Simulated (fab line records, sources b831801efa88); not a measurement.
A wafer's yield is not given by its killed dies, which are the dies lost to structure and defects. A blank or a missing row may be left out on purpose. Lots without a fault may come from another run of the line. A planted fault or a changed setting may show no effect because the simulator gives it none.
Which of the tools did it?	flow sky130	Sampling: 6 lots, 18 wafers, 3 of 708 route steps

## WHAT THE GAUGES SHOWED, per wafer
SKY_SD_N_CD_MEAS_07: the cd target is 380 nm.
lot	measured	on	cdNm (nm)
L836	day 28 18:29	cdSem-02	380.1 379.5 379.5
L838	day 28 22:41	cdSem-02	374.4 378.1 375.5
L842	day 30 22:44	cdSem-02	- - -
L845	day 31 20:30	cdSem-02	380.2 379.6 382.2
L854	day 34 02:20	cdSem-01	376.2 379.0 377.1
L857	day 35 05:28	cdSem-01	386.2 385.9 383.5

## WHAT TOOL EACH LOT RAN ON (gives the tool, then ch and the chambers of the sampled wafers, and finally the start)
lot	SKY_POLY_GATE_ETCH_15	SKY_SD_N_COAT_02
L836	rieDiel-02 ch 0,1, day 17 03:32	lithoTrack-04 ch 0, day 28 04:49
L838	rieDiel-01 ch 0,2,3, day 17 10:06	lithoTrack-04 ch 0, day 28 07:49
L842	rieDiel-01 ch 0,1,2, day 19 12:32	lithoTrack-01, day 30 08:32
L845	rieDiel-01 ch 0,2, day 20 14:31	lithoTrack-01 ch 0, day 31 07:11
L854	rieDiel-01 ch 0,2, day 23 05:35	lithoTrack-04 ch 0, day 33 12:29
L857	rieDiel-03 ch 0,2,3, day 24 11:47	lithoTrack-01 ch 0, day 34 16:05
- SKY_POLY_GATE_ETCH_15: etches BARC in N2/H2, stops on SiO2, time 118.5 s, target depth 110 nm.
- SKY_SD_N_COAT_02: resist thk 1140 nm.

## THE ANSWER, worked out from the rows above alone
Rule: the lots themselves supply what counts as usual. The widest of any qualifying gaps counts: lots, ordered by their means at a reading, are off when they make up no more than a third of the lots, leave a main group of 4 or more, and stand apart from it by 3 or more times the standard deviation of that group's means. A main group is skipped when, at the precision printed for the reading in the tables above, its means are all equal. Also off: a lot with no number at a reading for which 4 or more lots have one. The other lots that the step has rows for count as sound.
Off: L842 (SKY_SD_N_CD_MEAS_07, cdNm). Without a number there: L842. Mean 379.8 nm and standard deviation 3.2 in the main group.
A tool fits if, at a process step before that reading, it ran every lot that is off, and no sound lot after the first of them. The gauges at SKY_SD_N_CD_MEAS_07 are tried like those tools. Not one of the candidates tried fits.

## WHAT THE SIMULATOR HAD INSERTED
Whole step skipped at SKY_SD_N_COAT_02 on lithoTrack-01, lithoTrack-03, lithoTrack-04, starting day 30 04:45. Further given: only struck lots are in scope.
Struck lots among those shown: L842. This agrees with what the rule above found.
